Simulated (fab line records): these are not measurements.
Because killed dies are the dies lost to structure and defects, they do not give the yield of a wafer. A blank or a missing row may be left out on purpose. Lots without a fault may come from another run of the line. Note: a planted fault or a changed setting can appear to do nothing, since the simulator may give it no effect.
fab line records ; flow gf180mcu
record: lots: 14; wafers: 42; last-day: 34
route steps=602 shown M5@535 V5@544
lots that met no fault: from a run of the same line without faults
start-h: start of the lot's first displayed wafer, in hours after the record's first day ; wait-h: how many hours have passed since the lot's step before this one ; " unchanged from the row above ; L1.1+2: several wafers, shown together as one row ; - no value, or no start was given ; * or withheld: withheld ; < > ~ a bound
route shown NAME@n: names a module that has steps shown in the file, with the first one's number in the route ; usual: the fault-free wafers' mean and standard deviation ; same: alike in all rows ; chamber/n: place in a boat ; sites: the reading at each site ; _std_site: standard deviation of those values ; _edge_site: the outer-site mean with the inner-site mean subtracted ; radius-mm: how far each site lies from the wafer's centre ; mask NAME#n: copy n ; behind: the last tool/chamber to shape the wafer ; hold: what put the lot on hold/how long, in hours/how the hold closed ; device: the n, p or np transistor that did not switch ; end of line: at the end of the route, the tests of the same wafers ; a step with no rows: only its recipe ; killed: not the wafer's yield, but the dies lost to structure and defects at the first sort ; map: per-die view of a wafer (x killed, . not killed, _ where there is no die)
set.NAME: the setting as run; set.NAME@STEP: as run at that earlier step ; model.NAME: the simulator's own value behind a step, which no gauge read
steps of the route over a sample of lots; a table a step, a row a wafer
services: a tool's chamber out of use, with start hour (start-h, from the record's first day; less than 0 if before it), hours out, and reason
== steps ==
step: GF_M5_ETCH_09
recipe: chemistry: CF4/O2; target: Si3N4; target-depth-nm: 52; source-w: 800; bias-w: 150; pressure-mtorr: 150; cf4-flow-sccm: 80; O2_flow_sccm: 10; time-s: 11.6
usual: drypump-motor-current-A: 5.7/0.45; oes-product-au: 0.997/0.011; throttle-valve-pct: 5.969/0.0099
lot.wafer;tool;chamber;start-h;wait-h;drypump-motor-current-A;oes-product-au;rf-hours-counter-h;throttle-valve-pct
L500.2;rie-diel-01;3;604.61;0.0;5.4;1.013;11;5.987
L500.5;rie-diel-01;3;604.61;0.0;5.4;1.001;-;5.981
L500.6;rie-diel-01;2;604.61;0.0;5.7;1.004;-;5.980
L501.3;rie-diel-02;3;607.95;0.0;6.2;1.008;11;5.992
L501.4;rie-diel-02;2;607.95;0.0;6.1;0.998;18;5.988
L501.5;rie-diel-02;2;607.95;0.0;6.1;0.986;-;5.981
L502.2;rie-diel-02;1;618.64;0.0;6.0;0.983;11;5.964
L502.5;rie-diel-02;3;618.64;0.0;6.2;1.009;-;5.978
L502.6;rie-diel-02;2;618.64;0.0;6.1;0.994;-;5.968
L503.1;rie-diel-04;3;634.44;0.0;5.8;0.989;21;5.967
L503.2;rie-diel-04;1;634.44;0.0;5.4;0.989;56;5.963
L503.6;rie-diel-04;1;634.44;0.0;5.4;0.991;-;5.958
L504.1;rie-diel-04;2;641.85;0.0;5.0;0.997;16;5.983
L504.2;rie-diel-04;1;641.85;0.0;5.4;0.983;56;5.961
L504.3;rie-diel-04;3;641.85;0.0;5.8;0.991;21;5.961
L505.2;rie-diel-02;3;646.39;0.0;6.2;1.005;12;5.978
L505.5;rie-diel-02;1;646.39;0.0;6.0;0.986;-;5.983
L505.6;rie-diel-02;2;646.39;0.0;6.1;0.996;-;5.974
L506.1;rie-diel-02;0;658.46;0.0;5.5;0.999;15;5.975
L506.3;rie-diel-02;1;658.46;0.0;6.0;0.982;12;5.959
L506.4;rie-diel-02;2;658.46;0.0;6.1;0.996;20;5.967
L507.1;rie-diel-02;3;661.26;0.0;6.2;1.014;13;5.975
L507.4;rie-diel-02;0;661.26;0.0;5.5;0.988;15;5.963
L507.6;rie-diel-02;1;661.26;0.0;5.9;0.981;-;5.967
L509.1;rie-diel-02;2;679.15;0.0;6.1;0.993;20;5.966
L509.2;rie-diel-02;0;679.15;0.0;5.5;0.993;15;5.974
L509.4;rie-diel-02;3;679.15;0.0;6.2;1.006;14;5.993
L513.3;rie-diel-02;1;703.99;0.0;5.9;0.972;14;5.972
L513.4;rie-diel-02;0;703.99;0.0;5.5;0.986;16;5.978
L513.5;rie-diel-02;2;703.99;0.0;6.1;0.976;-;5.964
L519.1;rie-diel-01;2;741.20;0.0;5.7;0.990;16;5.953
L519.2;rie-diel-01;0;741.20;0.0;4.8;1.020;6;5.977
L519.5;rie-diel-01;3;741.20;0.0;5.4;1.021;-;5.969
L520.2;rie-diel-04;3;751.21;0.0;5.8;1.005;27;5.961
L520.3;rie-diel-04;1;751.21;0.0;5.4;0.997;0;5.975
L520.6;rie-diel-04;2;751.21;0.0;5.0;0.992;-;5.962
L522.2;rie-diel-02;2;760.34;0.0;6.1;0.993;24;5.977
L522.3;rie-diel-02;1;760.34;0.0;5.9;0.999;17;5.957
L522.6;rie-diel-02;2;760.34;0.0;6.1;0.984;-;5.951
L523.2;rie-diel-01;3;761.46;0.0;5.4;1.006;18;5.979
L523.5;rie-diel-01;2;761.46;0.0;5.7;0.993;-;5.972
L523.6;rie-diel-01;3;761.46;0.0;5.4;1.020;-;5.967
step: GF_M5_STRIP_11
recipe: chemistry: O2/N2; power-w: 1400; pressure-mtorr: 1500; platen-temp-c: 250; o2-flow-sccm: 3000; n2-flow-sccm: 300; overash-fraction: 0.5
usual: drypump-motor-current-A: 5.30/0.28; heater-power-w: 325/16; oes-product-au: 0.545/0.0049; strip-time-to-endpoint-s: 7.57/0.039
same: overash-fraction: 0.5
lot.wafer;tool;chamber;start-h;wait-h;drypump-motor-current-A;heater-power-w;oes-product-au;rf-hours-counter-h;strip-time-to-endpoint-s
L500.2;plasma-asher-01;1;604.75;0.1;5.25;318;0.538;91;7.52
L500.5;plasma-asher-01;1;604.75;0.1;5.28;318;0.543;-;7.56
L500.6;plasma-asher-01;0;604.75;0.1;5.10;356;0.546;-;7.54
L501.3;plasma-asher-03;1;608.12;0.1;5.43;306;0.547;-;7.56
L501.4;plasma-asher-03;0;608.12;0.1;5.24;321;0.540;-;7.56
L501.5;plasma-asher-03;0;608.12;0.1;5.22;314;0.547;-;7.55
L502.2;plasma-asher-03;1;618.78;0.1;5.45;317;0.538;87;7.53
L502.5;plasma-asher-03;1;618.78;0.1;5.43;316;0.546;-;7.54
L502.6;plasma-asher-03;0;618.78;0.1;5.21;323;0.550;-;7.59
L503.1;plasma-asher-04;0;634.58;0.1;4.84;348;0.551;55;7.54
L503.2;plasma-asher-04;1;634.58;0.1;6.05;343;0.537;55;7.55
L503.6;plasma-asher-04;0;634.58;0.1;4.86;339;0.544;-;7.58
L504.1;plasma-asher-01;1;641.98;0.1;5.25;319;0.547;95;7.62
L504.2;plasma-asher-01;0;641.98;0.1;5.16;341;0.551;95;7.59
L504.3;plasma-asher-01;1;641.98;0.1;5.24;321;0.542;-;7.60
L505.2;plasma-asher-03;0;646.53;0.1;5.23;314;0.555;90;7.60
L505.5;plasma-asher-03;0;646.53;0.1;5.23;315;0.540;-;7.51
L505.6;plasma-asher-03;1;646.53;0.1;5.45;317;0.551;-;7.58
L506.1;plasma-asher-01;0;658.60;0.1;5.13;338;0.547;97;7.54
L506.3;plasma-asher-01;1;658.60;0.1;5.28;315;0.539;-;7.60
L506.4;plasma-asher-01;0;658.60;0.1;5.11;344;0.540;-;7.54
L507.1;plasma-asher-04;1;661.40;0.1;6.03;347;0.535;57;7.53
L507.4;plasma-asher-04;0;661.40;0.1;4.82;354;0.547;-;7.52
L507.6;plasma-asher-04;1;661.40;0.1;6.03;359;0.550;-;7.53
L509.1;plasma-asher-03;1;679.29;0.1;5.42;315;0.542;94;7.52
L509.2;plasma-asher-03;0;679.29;0.1;5.20;317;0.545;94;7.58
L509.4;plasma-asher-03;0;679.29;0.1;5.20;327;0.545;-;7.58
L513.3;plasma-asher-01;0;704.16;0.1;5.13;354;0.550;-;7.67
L513.4;plasma-asher-01;1;704.16;0.1;5.28;322;0.547;-;7.61
L513.5;plasma-asher-01;1;704.16;0.1;5.32;311;0.549;-;7.64
L519.1;plasma-asher-04;0;741.33;0.1;4.81;352;0.539;66;7.57
L519.2;plasma-asher-04;1;741.33;0.1;6.08;353;0.557;66;7.63
L519.5;plasma-asher-04;0;741.33;0.1;4.82;338;0.542;-;7.52
L520.2;plasma-asher-03;0;751.34;0.1;5.22;315;0.536;101;7.59
L520.3;plasma-asher-03;0;751.34;0.1;5.23;305;0.546;-;7.56
L520.6;plasma-asher-03;0;751.34;0.1;5.22;313;0.544;-;7.60
L522.2;plasma-asher-03;1;760.48;0.1;5.41;316;0.545;102;7.61
L522.3;plasma-asher-03;0;760.48;0.1;5.22;321;0.543;-;7.63
L522.6;plasma-asher-03;0;760.48;0.1;5.21;313;0.545;-;7.61
L523.2;plasma-asher-03;0;761.59;0.1;5.24;316;0.541;102;7.54
L523.5;plasma-asher-03;0;761.59;0.1;5.24;316;0.551;-;7.55
L523.6;plasma-asher-03;1;761.59;0.1;5.40;310;0.539;-;7.59
step: GF_V5_CMP_04
recipe: material: SiO2; down-force-psi: 4; platen-rpm: 60; pad-velocity-m-s: 0.94248
usual: edge-zone-pressure-frac: 1.000/0.0045; head-pressure-psi: 4.001/0.0083; motor-current-A: 12.2/0.97
lot.wafer;tool;chamber;start-h;wait-h;edge-zone-pressure-frac;head-pressure-psi;motor-current-A
L500.2;cmp-02;1;605.74;0.2;0.998;4.003;11.8
L500.5;cmp-02;2;605.74;0.2;1.002;4.001;13.0
L500.6;cmp-02;3;605.74;0.2;0.995;4.009;12.1
L501.3;cmp-02;1;609.13;0.1;1.003;4.018;12.7
L501.4;cmp-02;2;609.13;0.1;1.004;3.999;13.9
L501.5;cmp-02;0;609.13;0.1;1.004;4.005;12.0
L502.2;cmp-02;1;619.59;0.0;0.997;4.003;12.4
L502.6;cmp-02;1;619.59;0.0;0.994;4.010;12.3
L502.5;cmp-02;2;619.59;0.0;1.005;3.995;13.3
L503.1;cmp-02;1;635.38;0.1;0.992;4.013;12.0
L503.2;cmp-02;0;635.38;0.1;1.001;4.013;12.0
L503.6;cmp-02;1;635.38;0.1;0.996;4.006;11.9
L504.2;cmp-02;3;642.85;0.1;1.004;4.010;11.8
L504.1;cmp-02;0;642.85;0.1;0.991;3.990;12.3
L504.3;cmp-02;1;642.85;0.1;1.001;3.995;12.2
L505.2;cmp-01;0;647.44;0.1;1.003;4.003;11.8
L505.6;cmp-01;2;647.44;0.1;0.991;3.997;13.8
L505.5;cmp-01;3;647.44;0.1;0.995;4.001;12.0
L506.1;cmp-02;2;659.43;0.1;-;-;-
L506.3;cmp-02;0;659.43;0.1;-;-;-
L506.4;cmp-02;1;659.43;0.1;-;-;-
L507.1;cmp-02;1;662.47;0.2;-;-;-
L507.4;cmp-02;2;662.47;0.2;-;-;-
L507.6;cmp-02;1;662.47;0.2;-;-;-
L509.2;cmp-02;2;680.12;0.0;1.005;3.997;13.3
L509.4;cmp-02;0;680.12;0.0;0.996;4.010;12.4
L509.1;cmp-02;1;680.12;0.0;1.004;3.994;12.9
L513.3;cmp-02;2;704.93;0.0;0.998;4.005;13.4
L513.4;cmp-02;1;704.93;0.0;1.004;3.985;12.5
L513.5;cmp-02;3;704.93;0.0;1.004;3.997;11.4
L519.2;cmp-02;2;742.18;0.0;1.000;3.992;13.2
L519.1;cmp-02;1;742.18;0.0;1.000;4.009;12.2
L519.5;cmp-02;2;742.18;0.0;1.005;3.992;13.0
L520.2;cmp-02;0;752.23;0.1;1.008;3.982;12.0
L520.3;cmp-02;2;752.23;0.1;1.000;4.002;12.8
L520.6;cmp-02;3;752.23;0.1;1.000;4.008;11.6
L522.2;cmp-02;1;761.34;0.1;1.004;4.003;12.2
L522.3;cmp-02;2;761.34;0.1;1.000;3.999;13.2
L522.6;cmp-02;0;761.34;0.1;1.001;4.005;12.4
L523.2;cmp-02;2;762.62;0.2;1.005;3.994;13.2
L523.6;cmp-02;3;762.62;0.2;1.003;3.992;11.0
L523.5;cmp-02;0;762.62;0.2;0.998;3.999;12.0
step: GF_V5_OVL_MEAS_15
usual: V5_OVL: 1/4.9
lot.wafer;tool;chamber;start-h;wait-h;V5_OVL[nm]
L500.2;overlay-02;-;626.55;0.1;-6
L500.5;overlay-02;-;626.55;0.1;-3
L500.6;overlay-02;-;626.55;0.1;-1
L501.3;overlay-02;-;630.32;0.1;-3
L501.4;overlay-02;-;630.32;0.1;5
L501.5;overlay-02;-;630.32;0.1;-1
L502.2;overlay-02;-;639.93;0.1;7
L502.5;overlay-02;-;639.93;0.1;4
L502.6;overlay-02;-;639.93;0.1;8
L503.1;overlay-01;-;655.18;0.1;3
L503.2;overlay-01;-;655.18;0.1;9
L503.6;overlay-01;-;655.18;0.1;8
L504.1;overlay-02;-;662.41;0.1;4
L504.2;overlay-02;-;662.41;0.1;0
L504.3;overlay-02;-;662.41;0.1;6
L505.2;overlay-02;-;667.18;0.1;3
L505.5;overlay-02;-;667.18;0.1;4
L505.6;overlay-02;-;667.18;0.1;4
L506.1;overlay-01;-;678.67;0.1;-8
L506.3;overlay-01;-;678.67;0.1;-2
L506.4;overlay-01;-;678.67;0.1;-13
L507.1;overlay-01;-;681.62;0.1;-1
L507.4;overlay-01;-;681.62;0.1;7
L507.6;overlay-01;-;681.62;0.1;11
L509.1;overlay-01;-;699.12;0.1;3
L509.2;overlay-01;-;699.12;0.1;1
L509.4;overlay-01;-;699.12;0.1;7
L513.3;overlay-01;-;722.66;0.1;7
L513.4;overlay-01;-;722.66;0.1;1
L513.5;overlay-01;-;722.66;0.1;-2
L519.1;overlay-02;-;759.21;0.1;2
L519.2;overlay-02;-;759.21;0.1;-1
L519.5;overlay-02;-;759.21;0.1;4
L520.2;overlay-01;-;768.60;0.1;-2
L520.3;overlay-01;-;768.60;0.1;-4
L520.6;overlay-01;-;768.60;0.1;-3
L522.2;overlay-02;-;777.66;0.1;-4
L522.3;overlay-02;-;777.66;0.1;-4
L522.6;overlay-02;-;777.66;0.1;9
L523.2;overlay-01;-;778.70;0.1;3
L523.5;overlay-01;-;778.70;0.1;-3
L523.6;overlay-01;-;778.70;0.1;-3
step: GF_V5_ETCH_17
recipe: chemistry: C4F8/O2/Ar; mask-material: KrF; target: SiO2; stop-on: TiN; source-w: 1500; bias-w: 1200; pressure-mtorr: 40; c4f8-flow-sccm: withheld; O2_flow_sccm: 6; Ar_flow_sccm: 300; time-s: withheld; target-depth-a: 8550
usual: oes-product-au: 0.860/0.0046
lot.wafer;tool;chamber;start-h;wait-h;oes-product-au
L500.2;rie-diel-01;0;-;-;0.857
L500.5;rie-diel-01;3;-;-;0.860
L500.6;rie-diel-01;2;-;-;0.864
L501.3;rie-diel-03;1;-;-;0.865
L501.4;rie-diel-03;2;-;-;0.851
L501.5;rie-diel-03;1;-;-;0.870
L502.2;rie-diel-02;3;-;-;0.859
L502.5;rie-diel-02;1;-;-;0.853
L502.6;rie-diel-02;2;-;-;0.860
L503.1;rie-diel-01;2;-;-;0.862
L503.2;rie-diel-01;3;-;-;0.856
L503.6;rie-diel-01;2;-;-;0.867
L504.1;rie-diel-01;2;-;-;0.856
L504.2;rie-diel-01;0;-;-;0.868
L504.3;rie-diel-01;3;-;-;0.849
L505.2;rie-diel-03;0;-;-;0.865
L505.5;rie-diel-03;0;-;-;0.865
L505.6;rie-diel-03;1;-;-;0.865
L506.1;rie-diel-03;0;-;-;1.613
L506.3;rie-diel-03;2;-;-;1.616
L506.4;rie-diel-03;3;-;-;1.632
L507.1;rie-diel-02;0;-;-;1.607
L507.4;rie-diel-02;1;-;-;1.611
L507.6;rie-diel-02;0;-;-;1.606
L509.1;rie-diel-02;2;-;-;0.864
L509.2;rie-diel-02;3;-;-;0.865
L509.4;rie-diel-02;0;-;-;0.858
L513.3;rie-diel-03;3;-;-;0.865
L513.4;rie-diel-03;0;-;-;0.857
L513.5;rie-diel-03;3;-;-;0.862
L519.1;rie-diel-03;3;-;-;0.852
L519.2;rie-diel-03;0;-;-;0.861
L519.5;rie-diel-03;2;-;-;0.862
L520.2;rie-diel-02;0;-;-;0.862
L520.3;rie-diel-02;2;-;-;0.857
L520.6;rie-diel-02;3;-;-;0.859
L522.2;rie-diel-02;1;-;-;0.867
L522.3;rie-diel-02;2;-;-;0.855
L522.6;rie-diel-02;2;-;-;0.858
L523.2;rie-diel-02;1;-;-;0.858
L523.5;rie-diel-02;0;-;-;0.855
L523.6;rie-diel-02;3;-;-;0.861
== services ==
tool;chamber;start-h;hours;kind
rie-diel-03;1;599.87;6.2;repair
rie-diel-03;3;605.07;9.0;repair
cmp-01;-;611.24;4.6;pm
rie-diel-03;3;625.75;4.9;repair
rie-diel-03;0;642.79;2.7;repair
rie-diel-01;0;652.30;6.0;repair
cmp-01;-;661.74;1.1;repair
cmp-02;-;665.50;7.9;pm
cmp-01;-;667.58;3.3;repair
rie-diel-02;2;668.61;6.6;repair
rie-diel-03;-;677.18;1.0;repair
rie-diel-01;0;677.31;4.9;repair
rie-diel-03;1;688.34;1.3;repair
cmp-01;-;696.47;1.3;repair
rie-diel-03;2;701.43;1.4;repair
rie-diel-02;0;713.86;16.8;repair
rie-diel-04;1;714.98;7.3;repair
rie-diel-02;3;731.19;4.9;repair
plasma-asher-01;-;733.75;9.0;pm
cmp-02;-;734.79;4.6;pm
cmp-01;-;735.19;1.4;repair
plasma-asher-03;-;739.41;2.5;repair
cmp-02;-;744.29;4.0;pm
rie-diel-04;-;748.49;0.6;repair
== key ==
first-sign: step: GF_V5_CMP_04; reading: tool-record; direction: missing
effect: step: GF_V5_ETCH_17; reading: oes-product-au; direction: up; sigmas: 99+; usual: 0.860; struck: 1.614
met-at GF_V5_CMP_04
struck-lots L506,L507
later-rows-left-out L506.1,L506.3,L506.4,L507.1,L507.4,L507.6
sort-left-out L506.1,L506.3,L506.4,L507.1,L507.4,L507.6
not-acting-at GF_M5_ETCH_09,GF_M5_STRIP_11,GF_V5_OVL_MEAS_15
onset-between 642.85 659.43
fault: kind: skipped-step-whole; tool: cmp-02; chamber: -; onset-h: 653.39; steps: GF_V5_CMP_04; scope: struck-lots-only
sort-left-out: the simulated sort isn't trusted on such a fault, so these wafers' sort isn't shown, and their yield isn't known
later-rows-left-out: the simulator's readings of these wafers behind a module that went badly wrong aren't trusted and aren't shown, but for the sort
